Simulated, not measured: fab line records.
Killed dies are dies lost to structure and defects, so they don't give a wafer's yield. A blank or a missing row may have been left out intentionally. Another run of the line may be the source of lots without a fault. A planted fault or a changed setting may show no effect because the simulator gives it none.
fab line records | flow gf180mcu | part 1 of 2: steps 1 to 26 of 34
[record] lots = 5 | wafers = 15 | lastDay = 34
route steps=602 shown M4@471 V4@476 MIM@503
lots with no fault: from the same line, run without faults
startH: hours from the record's opening day to when the first of the lot's shown wafers began | waitH: time in hours since the lot's previous step | " same as the row above | L1.1+2: a row that stands for several wafers | - value missing, or start not given | * or withheld: withheld | < > ~ a bound
route shown NAME@n: NAME is a module with steps in the file, n the number in the route of the first one | usual: the fault-free wafers' mean and standard deviation | same: alike in all rows | chamber/n: place in a boat | sites: each site's reading | _std_site: standard deviation of those values | _edge_site: outer sites' mean less inner sites' | radiusMm: how far each site lies from the wafer's centre | mask NAME#n: copy n | behind: the tool/chamber that last shaped the wafer | hold: what put the lot on hold/how long, in hours/how the hold closed | device: the n, p or np transistor that did not switch | end of line: tests of these same wafers at the route's end | for a step that has no rows: nothing shown but its recipe | killed: not the wafer's yield, but the dies lost to structure and defects at the first sort | map: a wafer's dies, x killed, . not, _ none there
set.NAME: setting as actually run; set.NAME@STEP: the setting as run at that earlier step | model.NAME: the simulator's own value behind a step, which no gauge read
certain route steps with their lots: each step a table, each wafer a row
services: a tool's chamber out of use, with start hour (startH, from the record's first day; less than 0 if before it), hours out, and reason
[[steps]]
[step GF_M4_OVL_MEAS_15]
[usual] M4_OVL = 2/5.1
lot.wafer | tool       | chamber | startH | waitH | M4_OVL[nm]
L079.1    | overlay-02 | -       | 576.27 | 0.1   | 1
L079.2    | "          | -       | "      | "     | 7
L079.5    | "          | -       | "      | "     | 2
L082.2    | overlay-01 | -       | 601.37 | 0.1   | -4
L082.3    | "          | -       | "      | "     | 1
L082.5    | "          | -       | "      | "     | 4
L085.1    | overlay-01 | -       | 626.97 | 0.1   | 1
L085.4    | "          | -       | "      | "     | 7
L085.5    | "          | -       | "      | "     | 8
L094.1    | overlay-01 | -       | 694.01 | 0.1   | -1
L094.4    | "          | -       | "      | "     | 7
L094.6    | "          | -       | "      | "     | 5
L096.2    | overlay-01 | -       | 703.02 | 0.1   | -1
L096.3    | "          | -       | "      | "     | 0
L096.5    | "          | -       | "      | "     | -4
[step GF_M4_METAL_ETCH_16]
[recipe] chemistry = Cl2/BCl3 | maskMaterial = KrF | targetDepthNm = 750.8 | stopOn = SiO2 | pressureMtorr = 8 | icpW = 800 | biasW = 140 | Cl2_flow_sccm = 80 | bcl3FlowSccm = 40 | timeS = 125.1
[usual] drypumpMotorCurrentA = 5.5/0.41 | mfcCl2Sccm = 79.99/0.22 | oesProductAu = 0.990/0.0059 | throttleValvePct = 28.231/0.009
lot.wafer | tool        | chamber | startH | waitH | drypumpMotorCurrentA | mfcCl2Sccm | oesProductAu | rfHoursCounterH | throttleValvePct
L079.1    | rieMetal-03 | 1       | 576.31 | 0.0   | 5.5                  | 79.76      | 0.989        | 14              | 28.242
L079.2    | "           | 0       | "      | "     | 5.4                  | 80.28      | 1.002        | 1               | 28.233
L079.5    | "           | 0       | "      | "     | 5.5                  | 80.14      | 0.989        | -               | 28.235
L082.2    | rieMetal-02 | 0       | 601.40 | 0.0   | 5.3                  | 80.23      | 0.992        | 12              | 28.234
L082.3    | "           | 0       | "      | "     | 5.3                  | 79.92      | 0.991        | -               | 28.226
L082.5    | "           | 0       | "      | "     | 5.3                  | 79.74      | 1.001        | -               | 28.215
L085.1    | rieMetal-04 | 0       | 627.01 | 0.0   | 6.3                  | 80.47      | 0.989        | 4               | 28.235
L085.4    | "           | 0       | "      | "     | 6.3                  | 79.90      | 0.988        | -               | 28.231
L085.5    | "           | 1       | "      | "     | 5.3                  | 79.90      | 0.980        | -               | 28.239
L094.1    | rieMetal-02 | 0       | 694.05 | 0.0   | 5.3                  | 80.41      | 0.988        | 2               | 28.234
L094.4    | "           | 0       | "      | "     | 5.3                  | 80.45      | 0.996        | -               | 28.211
L094.6    | "           | 1       | "      | "     | 5.0                  | 79.99      | 0.982        | -               | 28.235
L096.2    | rieMetal-02 | 1       | 703.05 | 0.0   | 5.0                  | 79.61      | 0.998        | 13              | 28.236
L096.3    | "           | 0       | "      | "     | 5.3                  | 79.92      | 0.997        | -               | 28.220
L096.5    | "           | 0       | "      | "     | 5.3                  | 79.94      | 0.990        | -               | 28.242
[step GF_M4_STRIP_17]
[recipe] chemistry = O2/N2 | powerW = 1400 | pressureMtorr = 1500 | platenTempC = 250 | o2FlowSccm = 3000 | n2FlowSccm = 300 | overashFraction = 0.5
[usual] drypumpMotorCurrentA = 5.7/0.34 | heaterPowerW = 332/37 | oesProductAu = 0.538/0.005 | stripTimeToEndpointS = 7.39/0.047
lot.wafer | tool           | chamber | startH | waitH | drypumpMotorCurrentA | heaterPowerW | oesProductAu | rfHoursCounterH | stripTimeToEndpointS
L079.1    | plasmaAsher-03 | 1       | 576.48 | 0.1   | 5.9                  | 342          | 0.537        | 14              | 7.37
L079.2    | "              | 0       | "      | "     | 6.5                  | 328          | 0.546        | 14              | 7.38
L079.5    | "              | 1       | "      | "     | 5.9                  | 342          | 0.539        | -               | 7.42
L082.2    | plasmaAsher-04 | 0       | 601.53 | 0.1   | 5.6                  | 359          | 0.531        | 82              | 7.37
L082.3    | "              | 0       | "      | "     | 5.6                  | 362          | 0.531        | -               | 7.35
L082.5    | "              | 0       | "      | "     | 5.6                  | 367          | 0.548        | -               | 7.36
L085.1    | plasmaAsher-02 | 0       | 627.14 | 0.1   | 5.4                  | 301          | 0.541        | 51              | 7.43
L085.4    | "              | 1       | "      | "     | 5.8                  | 377          | 0.537        | -               | 7.43
L085.5    | "              | 0       | "      | "     | 5.4                  | 295          | 0.539        | -               | 7.45
L094.1    | plasmaAsher-03 | 1       | 694.18 | 0.1   | 5.9                  | 343          | 0.531        | 27              | 7.32
L094.4    | "              | 1       | "      | "     | 5.9                  | 350          | 0.536        | -               | 7.37
L094.6    | "              | 1       | "      | "     | 5.9                  | 344          | 0.544        | -               | 7.41
L096.2    | plasmaAsher-02 | 0       | 703.18 | 0.1   | 5.4                  | 301          | 0.541        | 60              | 7.38
L096.3    | "              | 0       | "      | "     | 5.4                  | 298          | 0.540        | -               | 7.28
L096.5    | "              | 1       | "      | "     | 5.9                  | 380          | 0.535        | -               | 7.34
[step GF_M4_STRIP_18]
[recipe] chemistry = postEtchResidueRemover | timeS = 1200 | tempC = 72.5
lot.wafer  | tool        | chamber | startH | waitH
L079.1+2+5 | wetBench-01 | 0       | 576.58 | 0.1
L082.2+3+5 | wetBench-04 | 3       | 601.67 | 0.1
L085.1+4+5 | wetBench-02 | 3       | 627.24 | 0.1
L094.1+4+6 | wetBench-02 | 1       | 694.28 | 0.1
L096.2+3+5 | wetBench-01 | 1       | 703.28 | 0.1
[step GF_M4_CLEAN_19]
[recipe] chemistry = DIW | dry = n2Spin
lot.wafer  | tool        | chamber | startH | waitH
L079.1+2+5 | wetBench-02 | 2       | 576.95 | 0.0
L082.2+3+5 | wetBench-01 | 3       | 602.05 | 0.0
L085.1+4+5 | wetBench-04 | 2       | 627.58 | 0.0
L094.1+4+6 | wetBench-01 | 0       | 694.62 | 0.0
L096.2+3+5 | wetBench-02 | 0       | 703.62 | 0.0
[step GF_V4_CVD_00]
[recipe] material = SiO2 | targetThkNm = 600 | sigmaOpenFrac = 0.3 | tempC = 400 | timeS = 100 | sih4FlowSccm = 60 | pressureMtorr = 6
[usual] pressureMtorr = 5.999/0.012
lot.wafer | tool      | chamber | startH | waitH | pressureMtorr
L079.1    | hdpcvd-02 | 0       | 577.04 | 0.0   | 6.012
L079.2    | "         | 1       | "      | "     | 6.020
L079.5    | "         | 0       | "      | "     | 6.003
L082.2    | hdpcvd-01 | 1       | 602.14 | 0.0   | 6.001
L082.3    | "         | 0       | "      | "     | 5.994
L082.5    | "         | 2       | "      | "     | 5.997
L085.1    | hdpcvd-02 | 1       | 627.67 | 0.0   | 5.998
L085.4    | "         | 1       | "      | "     | 5.983
L085.5    | "         | 0       | "      | "     | 5.988
L094.1    | hdpcvd-02 | 1       | 694.71 | 0.0   | 6.029
L094.4    | "         | 0       | "      | "     | 5.993
L094.6    | "         | 1       | "      | "     | 6.018
L096.2    | hdpcvd-02 | 1       | 703.71 | 0.0   | 5.995
L096.3    | "         | 1       | "      | "     | 6.008
L096.5    | "         | 0       | "      | "     | 6.009
[step GF_V4_THK_MEAS_01]
[recipe] reads = SiO2_of_V4_CVD_00
[usual] V4_CVD_00_THK = 603/6.1
lot.wafer | tool         | chamber | startH | waitH | V4_CVD_00_THK[nm]
L079.1    | filmMetro-04 | -       | 577.16 | 0.1   | 605
L079.2    | "            | -       | "      | "     | 603
L079.5    | "            | -       | "      | "     | 593
L082.2    | filmMetro-03 | -       | 602.22 | 0.0   | 602
L082.3    | "            | -       | "      | "     | 600
L082.5    | "            | -       | "      | "     | 599
L085.1    | filmMetro-03 | -       | 627.74 | 0.0   | 608
L085.4    | "            | -       | "      | "     | 609
L085.5    | "            | -       | "      | "     | 604
L094.1    | filmMetro-03 | -       | 694.82 | 0.1   | 602
L094.4    | "            | -       | "      | "     | 596
L094.6    | "            | -       | "      | "     | 606
L096.2    | filmMetro-03 | -       | 703.83 | 0.1   | 604
L096.3    | "            | -       | "      | "     | 610
L096.5    | "            | -       | "      | "     | 608
[step GF_V4_CVD_02]
[recipe] material = SiO2 | targetThkNm = 850 | precursor = TEOS | tempC = 400 | timeS = 94.851 | rfW = 600
[usual] heaterPowerW = 639/67
lot.wafer | tool     | chamber | startH | waitH | heaterPowerW
L079.1    | pecvd-01 | 1       | 577.22 | 0.1   | 639
L079.2    | "        | 0       | "      | "     | 642
L079.5    | "        | 2       | "      | "     | 686
L082.2    | pecvd-03 | 1       | 602.27 | 0.0   | 698
L082.3    | "        | 2       | "      | "     | 636
L082.5    | "        | 2       | "      | "     | 683
L085.1    | pecvd-03 | 0       | 627.80 | 0.1   | 724
L085.4    | "        | 0       | "      | "     | 752
L085.5    | "        | 1       | "      | "     | 588
L094.1    | pecvd-01 | 1       | 694.88 | 0.1   | 612
L094.4    | "        | 0       | "      | "     | 584
L094.6    | "        | 2       | "      | "     | 545
L096.2    | pecvd-03 | 0       | 703.88 | 0.0   | 756
L096.3    | "        | 0       | "      | "     | 604
L096.5    | "        | 0       | "      | "     | 661
[step GF_V4_THK_MEAS_03]
[recipe] reads = SiO2_of_V4_CVD_02
[usual] V4_CVD_02_THK = 848/10
lot.wafer | tool         | chamber | startH | waitH | V4_CVD_02_THK[nm]
L079.1    | filmMetro-02 | -       | 577.29 | 0.0   | 852
L079.2    | "            | -       | "      | "     | 845
L079.5    | "            | -       | "      | "     | 853
L082.2    | filmMetro-02 | -       | 602.35 | 0.0   | 834
L082.3    | "            | -       | "      | "     | 841
L082.5    | "            | -       | "      | "     | 857
L085.1    | filmMetro-02 | -       | 627.87 | 0.0   | 847
L085.4    | "            | -       | "      | "     | 859
L085.5    | "            | -       | "      | "     | 850
L094.1    | filmMetro-02 | -       | 694.95 | 0.0   | 846
L094.4    | "            | -       | "      | "     | 876
L094.6    | "            | -       | "      | "     | 873
L096.2    | filmMetro-03 | -       | 703.99 | 0.1   | 829
L096.3    | "            | -       | "      | "     | 839
L096.5    | "            | -       | "      | "     | 829
[step GF_V4_CMP_04]
[recipe] material = SiO2 | downForcePsi = 4 | platenRpm = 60 | padVelocityMS = 0.94248
[usual] motorCurrentA = 11.7/1.1 | timeToEndpointS = 80/5
lot.wafer | tool   | chamber | startH | waitH | motorCurrentA | timeToEndpointS
L079.2    | cmp-01 | 3       | 577.51 | 0.2   | 10.2          | 83
L079.1    | "      | 1       | "      | "     | 12.2          | 82
L079.5    | "      | 2       | "      | "     | 11.8          | 87
L082.2    | cmp-02 | 3       | 602.45 | 0.1   | 12.1          | 71
L082.3    | "      | 1       | "      | "     | 10.0          | 73
L082.5    | "      | 2       | "      | "     | 13.6          | 80
L085.4    | cmp-02 | 3       | 627.98 | 0.1   | 11.7          | 83
L085.1    | "      | 0       | "      | "     | 10.8          | 73
L085.5    | "      | 3       | "      | "     | 12.7          | 76
L094.4    | cmp-01 | 1       | 695.06 | 0.1   | 12.4          | 86
L094.1    | "      | 3       | "      | "     | 10.9          | 75
L094.6    | "      | 1       | "      | "     | 11.5          | 84
L096.3    | cmp-01 | 2       | 704.09 | 0.1   | 11.6          | 74
L096.2    | "      | 3       | "      | "     | 10.5          | 71
L096.5    | "      | 1       | "      | "     | 11.8          | 72
[step GF_V4_BOW_MEAS_05]
[recipe] mode = bow
[usual] V4_BOW = 134/8.1
lot.wafer | tool         | chamber | startH | waitH | V4_BOW[um]
L079.1    | filmMetro-03 | -       | 577.76 | 0.1   | 123
L079.2    | "            | -       | "      | "     | 124
L079.5    | "            | -       | "      | "     | 131
L082.2    | filmMetro-03 | -       | 602.72 | 0.2   | 142
L082.3    | "            | -       | "      | "     | 132
L082.5    | "            | -       | "      | "     | 132
L085.1    | filmMetro-03 | -       | 628.23 | 0.1   | 132
L085.4    | "            | -       | "      | "     | 130
L085.5    | "            | -       | "      | "     | 129
L094.1    | filmMetro-02 | -       | 695.31 | 0.1   | 132
L094.4    | "            | -       | "      | "     | 136
L094.6    | "            | -       | "      | "     | 135
L096.2    | filmMetro-02 | -       | 704.36 | 0.2   | 127
L096.3    | "            | -       | "      | "     | 125
L096.5    | "            | -       | "      | "     | 135
[step GF_V4_DEHYDRATE_06]
[recipe] tempC = 200 | timeS = 60
[usual] resistLineTempC = 22.99/0.1
lot.wafer | tool          | chamber | startH | waitH | resistLineTempC
L079.1    | lithoTrack-01 | 0       | 588.45 | 10.7  | 22.99
L079.2    | "             | 0       | "      | "     | 23.19
L079.5    | "             | 0       | "      | "     | 23.14
L082.2    | lithoTrack-02 | 0       | 612.57 | 9.8   | 23.13
L082.3    | "             | 0       | "      | "     | 22.89
L082.5    | "             | 0       | "      | "     | 22.78
L085.1    | lithoTrack-02 | 0       | 637.90 | 9.6   | 22.88
L085.4    | "             | 0       | "      | "     | 22.99
L085.5    | "             | 0       | "      | "     | 22.77
L094.1    | lithoTrack-01 | 0       | 703.49 | 8.2   | 23.15
L094.4    | "             | 0       | "      | "     | 22.89
L094.6    | "             | 0       | "      | "     | 22.97
L096.2    | lithoTrack-04 | 0       | 712.02 | 7.6   | 22.97
L096.3    | "             | 0       | "      | "     | 22.94
L096.5    | "             | 0       | "      | "     | 23.01
[step GF_V4_HMDS_07]
[recipe] primeTimeS = 60 | primeTempC = 120
[usual] primeTempC = 120.01/0.12 | resistLineTempC = 23.00/0.094
lot.wafer | tool          | chamber | startH | waitH | primeTempC | resistLineTempC
L079.1    | lithoTrack-01 | 0       | 588.60 | 0.1   | 120.08     | 22.79
L079.2    | "             | 0       | "      | "     | 120.11     | 22.83
L079.5    | "             | 0       | "      | "     | 120.27     | 23.02
L082.2    | lithoTrack-02 | 0       | 612.72 | 0.1   | 119.88     | 23.06
L082.3    | "             | 0       | "      | "     | 120.18     | 23.09
L082.5    | "             | 0       | "      | "     | 120.07     | 23.10
L085.1    | lithoTrack-02 | 0       | 638.05 | 0.1   | 119.97     | 22.75
L085.4    | "             | 0       | "      | "     | 120.03     | 22.98
L085.5    | "             | 0       | "      | "     | 120.17     | 22.76
L094.1    | lithoTrack-01 | 0       | 703.64 | 0.1   | 120.06     | 22.98
L094.4    | "             | 0       | "      | "     | 120.11     | 23.05
L094.6    | "             | 0       | "      | "     | 120.17     | 22.96
L096.2    | lithoTrack-04 | 0       | 712.17 | 0.1   | 120.16     | 23.07
L096.3    | "             | 0       | "      | "     | 119.95     | 23.05
L096.5    | "             | 0       | "      | "     | 120.14     | 23.19
[step GF_V4_COAT_08]
[recipe] resist = BARC | tempC = withheld | timeS = withheld | spinRpm = withheld | resistThkNm = withheld
[usual] resistLineTempC = *
lot.wafer | tool          | chamber | startH | waitH | resistLineTempC
L079.1    | lithoTrack-01 | 0       | 588.75 | 0.1   | *
L079.2    | "             | 0       | "      | "     | *
L079.5    | "             | 0       | "      | "     | *
L082.2    | lithoTrack-02 | 0       | 612.87 | 0.1   | *
L082.3    | "             | 0       | "      | "     | *
L082.5    | "             | 0       | "      | "     | *
L085.1    | lithoTrack-02 | 0       | 638.20 | 0.1   | *
L085.4    | "             | 0       | "      | "     | *
L085.5    | "             | 0       | "      | "     | *
L094.1    | lithoTrack-01 | 0       | 703.79 | 0.1   | *
L094.4    | "             | 0       | "      | "     | *
L094.6    | "             | 0       | "      | "     | *
L096.2    | lithoTrack-04 | 0       | 712.32 | 0.1   | *
L096.3    | "             | 0       | "      | "     | *
L096.5    | "             | 0       | "      | "     | *
[step GF_V4_COAT_09]
[recipe] resist = KrF | spinRpm = withheld | resistThkNm = 1000
[usual] resistLineTempC = 23.03/0.1
lot.wafer | tool          | chamber | startH | waitH | resistLineTempC
L079.1    | lithoTrack-01 | 0       | -      | -     | 23.06
L079.2    | "             | 0       | "      | "     | 23.07
L079.5    | "             | 0       | "      | "     | 23.00
L082.2    | lithoTrack-02 | 0       | -      | -     | 22.97
L082.3    | "             | 0       | "      | "     | 23.16
L082.5    | "             | 0       | "      | "     | 22.92
L085.1    | lithoTrack-02 | 0       | -      | -     | 23.19
L085.4    | "             | 0       | "      | "     | 23.11
L085.5    | "             | 0       | "      | "     | 23.05
L094.1    | lithoTrack-01 | 0       | -      | -     | 22.80
L094.4    | "             | 0       | "      | "     | 22.86
L094.6    | "             | 0       | "      | "     | 22.81
L096.2    | lithoTrack-04 | 0       | -      | -     | 22.99
L096.3    | "             | 0       | "      | "     | 23.01
L096.5    | "             | 0       | "      | "     | 23.01
[step GF_V4_SOFTBAKE_10]
[recipe] tempC = 130 | timeS = 60 | resist = KrF
[usual] resistLineTempC = 22.99/0.11
lot.wafer | tool          | chamber | startH | waitH | resistLineTempC
L079.1    | lithoTrack-01 | 0       | -      | -     | 22.91
L079.2    | "             | 0       | "      | "     | 23.05
L079.5    | "             | 0       | "      | "     | 22.97
L082.2    | lithoTrack-02 | 0       | -      | -     | 23.06
L082.3    | "             | 0       | "      | "     | 23.05
L082.5    | "             | 0       | "      | "     | 23.06
L085.1    | lithoTrack-02 | 0       | -      | -     | 22.98
L085.4    | "             | 0       | "      | "     | 23.09
L085.5    | "             | 0       | "      | "     | 22.99
L094.1    | lithoTrack-01 | 0       | -      | -     | 23.18
L094.4    | "             | 0       | "      | "     | 23.13
L094.6    | "             | 0       | "      | "     | 23.19
L096.2    | lithoTrack-04 | 0       | -      | -     | 23.06
L096.3    | "             | 0       | "      | "     | 23.06
L096.5    | "             | 0       | "      | "     | 22.74
[step GF_V4_EXPOSE_11]
[recipe] maskId = Via4 | targetCdNm = 260 | na = 0.68 | sourceShape = conventional | sigmaOuter = 0.6 | doseMj = 38
[usual] focusOffsetNm = 0.0/0.51 | reticleTempC = 22.98/0.1
lot.wafer | tool          | chamber | startH | waitH | mask   | focusOffsetNm | reticleTempC
L079.1    | krfScanner-01 | 0       | -      | -     | Via4#0 | -0.9          | 22.78
L079.2    | "             | 0       | "      | "     | Via4#0 | -1.0          | 22.91
L079.5    | "             | 0       | "      | "     | Via4#0 | -0.2          | 22.87
L082.2    | krfScanner-01 | 0       | -      | -     | Via4#0 | 0.4           | 23.00
L082.3    | "             | 0       | "      | "     | Via4#0 | -0.3          | 23.04
L082.5    | "             | 0       | "      | "     | Via4#0 | 0.3           | 22.87
L085.1    | krfScanner-02 | 0       | -      | -     | Via4#0 | 0.2           | 22.94
L085.4    | "             | 0       | "      | "     | Via4#0 | 0.5           | 22.86
L085.5    | "             | 0       | "      | "     | Via4#0 | -0.8          | 22.99
L094.1    | krfScanner-01 | 0       | -      | -     | Via4#0 | 0.2           | 22.99
L094.4    | "             | 0       | "      | "     | Via4#0 | 1.5           | 22.91
L094.6    | "             | 0       | "      | "     | Via4#0 | -0.9          | 23.12
L096.2    | krfScanner-02 | 0       | -      | -     | Via4#0 | -0.5          | 23.11
L096.3    | "             | 0       | "      | "     | Via4#0 | 0.2           | 23.08
L096.5    | "             | 0       | "      | "     | Via4#0 | -0.4          | 23.13
[step GF_V4_PEB_12]
[recipe] pebTempC = 135 | pebTimeS = 90 | resist = KrF
[usual] resistLineTempC = 23.00/0.11
lot.wafer | tool          | chamber | startH | waitH | resistLineTempC
L079.1    | lithoTrack-01 | 0       | -      | -     | 23.18
L079.2    | "             | 0       | "      | "     | 23.10
L079.5    | "             | 0       | "      | "     | 23.29
L082.2    | lithoTrack-04 | 0       | -      | -     | 23.04
L082.3    | "             | 0       | "      | "     | 23.06
L082.5    | "             | 0       | "      | "     | 23.10
L085.1    | lithoTrack-01 | 0       | -      | -     | 23.06
L085.4    | "             | 0       | "      | "     | 23.07
L085.5    | "             | 0       | "      | "     | 22.91
L094.1    | lithoTrack-02 | 0       | -      | -     | 23.10
L094.4    | "             | 0       | "      | "     | 22.99
L094.6    | "             | 0       | "      | "     | 22.98
L096.2    | lithoTrack-02 | 0       | -      | -     | 23.03
L096.3    | "             | 0       | "      | "     | 22.93
L096.5    | "             | 0       | "      | "     | 23.00
[step GF_V4_DEVELOP_13]
[recipe] developTimeS = 60 | resist = KrF | devTempC = 21
[usual] resistLineTempC = 23.02/0.11
lot.wafer | tool          | chamber | startH | waitH | resistLineTempC
L079.1    | lithoTrack-01 | 0       | 599.49 | 0.2   | 22.82
L079.2    | "             | 0       | "      | "     | 22.90
L079.5    | "             | 0       | "      | "     | 22.89
L082.2    | lithoTrack-04 | 0       | 622.88 | 0.2   | 23.15
L082.3    | "             | 0       | "      | "     | 23.17
L082.5    | "             | 0       | "      | "     | 22.93
L085.1    | lithoTrack-01 | 0       | 647.94 | 0.2   | 23.02
L085.4    | "             | 0       | "      | "     | 23.10
L085.5    | "             | 0       | "      | "     | 23.19
L094.1    | lithoTrack-02 | 0       | 712.00 | 0.2   | 23.14
L094.4    | "             | 0       | "      | "     | 23.04
L094.6    | "             | 0       | "      | "     | 23.15
L096.2    | lithoTrack-02 | 0       | 721.72 | 0.2   | 23.05
L096.3    | "             | 0       | "      | "     | 23.07
L096.5    | "             | 0       | "      | "     | 23.05
[step GF_V4_CD_MEAS_14]
[recipe] targetCdNm = 260
[usual] cdNm = 259.3/1.1
lot.wafer | tool     | chamber | startH | waitH | cdNm
L079.1    | cdSem-02 | -       | 599.64 | 0.1   | 259.4
L079.2    | "        | -       | "      | "     | 257.8
L079.5    | "        | -       | "      | "     | 259.4
L082.2    | cdSem-02 | -       | 623.02 | 0.1   | 259.5
L082.3    | "        | -       | "      | "     | 260.0
L082.5    | "        | -       | "      | "     | 259.0
L085.1    | cdSem-01 | -       | 648.09 | 0.1   | 258.7
L085.4    | "        | -       | "      | "     | 260.6
L085.5    | "        | -       | "      | "     | 260.7
L094.1    | cdSem-01 | -       | 712.15 | 0.1   | 261.9
L094.4    | "        | -       | "      | "     | 260.5
L094.6    | "        | -       | "      | "     | 260.4
L096.2    | cdSem-02 | -       | 721.87 | 0.1   | 259.8
L096.3    | "        | -       | "      | "     | 259.4
L096.5    | "        | -       | "      | "     | 259.4
[step GF_V4_OVL_MEAS_15]
[usual] V4_OVL = -1/5.5
lot.wafer | tool       | chamber | startH | waitH | V4_OVL[nm]
L079.1    | overlay-02 | -       | 599.76 | 0.1   | 6
L079.2    | "          | -       | "      | "     | 0
L079.5    | "          | -       | "      | "     | 5
L082.2    | overlay-02 | -       | 623.13 | 0.1   | 5
L082.3    | "          | -       | "      | "     | 2
L082.5    | "          | -       | "      | "     | 5
L085.1    | overlay-02 | -       | 648.21 | 0.1   | -9
L085.4    | "          | -       | "      | "     | 0
L085.5    | "          | -       | "      | "     | -12
L094.1    | overlay-01 | -       | 712.27 | 0.1   | 12
L094.4    | "          | -       | "      | "     | 1
L094.6    | "          | -       | "      | "     | 8
L096.2    | overlay-02 | -       | 721.97 | 0.1   | 3
L096.3    | "          | -       | "      | "     | 4
L096.5    | "          | -       | "      | "     | 0
[step GF_V4_ETCH_16]
[recipe] chemistry = N2/H2 | targetDepthA = withheld | overetchA = withheld | timeS = withheld | target = BARC | ionEnergyEv = 200 | sourceW = 500 | biasW = 100 | pressureMtorr = 30 | n2FlowSccm = 100 | h2FlowSccm = 200
[usual] drypumpMotorCurrentA = 5.82/0.29 | oesProductAu = 0.855/0.0044 | throttleValvePct = 13.224/0.0086
lot.wafer | tool       | chamber | startH | waitH | drypumpMotorCurrentA | oesProductAu | throttleValvePct
L079.1    | rieDiel-02 | 0       | 599.80 | 0.0   | 5.69                 | 0.856        | 13.239
L079.2    | "          | 1       | "      | "     | 6.35                 | 0.857        | 13.239
L079.5    | "          | 0       | "      | "     | 5.70                 | 0.854        | 13.219
L082.2    | rieDiel-02 | 1       | 623.16 | 0.0   | 6.35                 | 0.857        | 13.227
L082.3    | "          | 3       | "      | "     | 5.52                 | 0.858        | 13.225
L082.5    | "          | 0       | "      | "     | 5.72                 | 0.864        | 13.235
L085.1    | rieDiel-04 | 0       | 648.25 | 0.0   | 5.45                 | 0.849        | 13.227
L085.4    | "          | 3       | "      | "     | 5.39                 | 0.856        | 13.220
L085.5    | "          | 0       | "      | "     | 5.43                 | 0.851        | 13.226
L094.1    | rieDiel-03 | 0       | 712.30 | 0.0   | 5.82                 | 0.852        | 13.215
L094.4    | "          | 3       | "      | "     | 5.63                 | 0.848        | 13.220
L094.6    | "          | 3       | "      | "     | 5.68                 | 0.848        | 13.237
L096.2    | rieDiel-02 | 0       | 722.00 | 0.0   | 5.69                 | 0.864        | 13.236
L096.3    | "          | 2       | "      | "     | 5.92                 | 0.858        | 13.236
L096.5    | "          | 0       | "      | "     | 5.67                 | 0.849        | 13.224
[step GF_V4_ETCH_17]
[recipe] chemistry = C4F8/O2/Ar | maskMaterial = KrF | target = SiO2 | stopOn = TiN | sourceW = 1500 | biasW = 1200 | pressureMtorr = 40 | c4f8FlowSccm = withheld | O2_flow_sccm = 6 | Ar_flow_sccm = 300 | timeS = withheld | targetDepthA = 6300
[usual] oesProductAu = 0.857/0.0043
lot.wafer | tool       | chamber | startH | waitH | oesProductAu
L079.1    | rieDiel-02 | 0       | -      | -     | 0.859
L079.2    | "          | 1       | "      | "     | 0.860
L079.5    | "          | 0       | "      | "     | 0.853
L082.2    | rieDiel-02 | 1       | -      | -     | 0.855
L082.3    | "          | 3       | "      | "     | 0.857
L082.5    | "          | 0       | "      | "     | 0.858
L085.1    | rieDiel-04 | 0       | -      | -     | 0.859
L085.4    | "          | 3       | "      | "     | 0.855
L085.5    | "          | 0       | "      | "     | 0.860
L094.1    | rieDiel-03 | 0       | -      | -     | 0.863
L094.4    | "          | 3       | "      | "     | 0.853
L094.6    | "          | 3       | "      | "     | 0.861
L096.2    | rieDiel-02 | 0       | -      | -     | 0.856
L096.3    | "          | 2       | "      | "     | 0.853
L096.5    | "          | 0       | "      | "     | 0.863
[step GF_V4_STRIP_18]
[recipe] chemistry = O2/N2 | powerW = 1400 | pressureMtorr = 1500 | platenTempC = 250 | o2FlowSccm = 3000 | n2FlowSccm = 300 | overashFraction = 0.5
[usual] drypumpMotorCurrentA = 5.9/0.41 | heaterPowerW = 336/32 | oesProductAu = 0.593/0.005
lot.wafer | tool           | chamber | startH | waitH | drypumpMotorCurrentA | heaterPowerW | oesProductAu | rfHoursCounterH
L079.1    | plasmaAsher-02 | 1       | 599.93 | -     | 5.8                  | 380          | 0.601        | 48
L079.2    | "              | 0       | "      | "     | 5.4                  | 296          | 0.602        | 48
L079.5    | "              | 1       | "      | "     | 5.8                  | 383          | 0.602        | -
L082.2    | plasmaAsher-01 | 1       | 623.29 | -     | 5.5                  | 309          | 0.603        | 105
L082.3    | "              | 0       | "      | "     | 6.3                  | 366          | 0.592        | -
L082.5    | "              | 0       | "      | "     | 6.3                  | 370          | 0.591        | -
L085.1    | plasmaAsher-02 | 1       | 648.38 | -     | 5.9                  | 381          | 0.589        | 54
L085.4    | "              | 0       | "      | "     | 5.4                  | 297          | 0.596        | -
L085.5    | "              | 0       | "      | "     | 5.4                  | 300          | 0.593        | -
L094.1    | plasmaAsher-02 | 0       | 712.43 | -     | 5.4                  | 296          | 0.601        | 61
L094.4    | "              | 1       | "      | "     | 5.8                  | 378          | 0.591        | -
L094.6    | "              | 1       | "      | "     | 5.8                  | 369          | 0.588        | -
L096.2    | plasmaAsher-03 | 0       | 722.13 | -     | 6.5                  | 312          | 0.586        | 29
L096.3    | "              | 0       | "      | "     | 6.5                  | 319          | 0.597        | -
L096.5    | "              | 1       | "      | "     | 5.9                  | 336          | 0.594        | -
[step GF_V4_STRIP_19]
[recipe] chemistry = postEtchResidueRemover | timeS = 1200 | tempC = 72.5
lot.wafer  | tool        | chamber | startH | waitH
L079.1+2+5 | wetBench-02 | 3       | 600.03 | 0.1
L082.2+3+5 | wetBench-04 | 2       | 623.39 | 0.1
L085.1+4+5 | wetBench-03 | 1       | 648.48 | 0.1
L094.1+4+6 | wetBench-03 | 2       | 712.53 | 0.1
L096.2+3+5 | wetBench-03 | 1       | 722.23 | 0.1
[step GF_V4_CLEAN_20]
[recipe] chemistry = DIW | dry = n2Spin
lot.wafer  | tool        | chamber | startH | waitH
L079.1+2+5 | wetBench-02 | 0       | 600.37 | 0.0
L082.2+3+5 | wetBench-03 | 0       | 623.76 | 0.0
L085.1+4+5 | wetBench-04 | 3       | 648.82 | 0.0
L094.1+4+6 | wetBench-02 | 3       | 712.90 | 0.0
L096.2+3+5 | wetBench-03 | 1       | 722.64 | 0.0
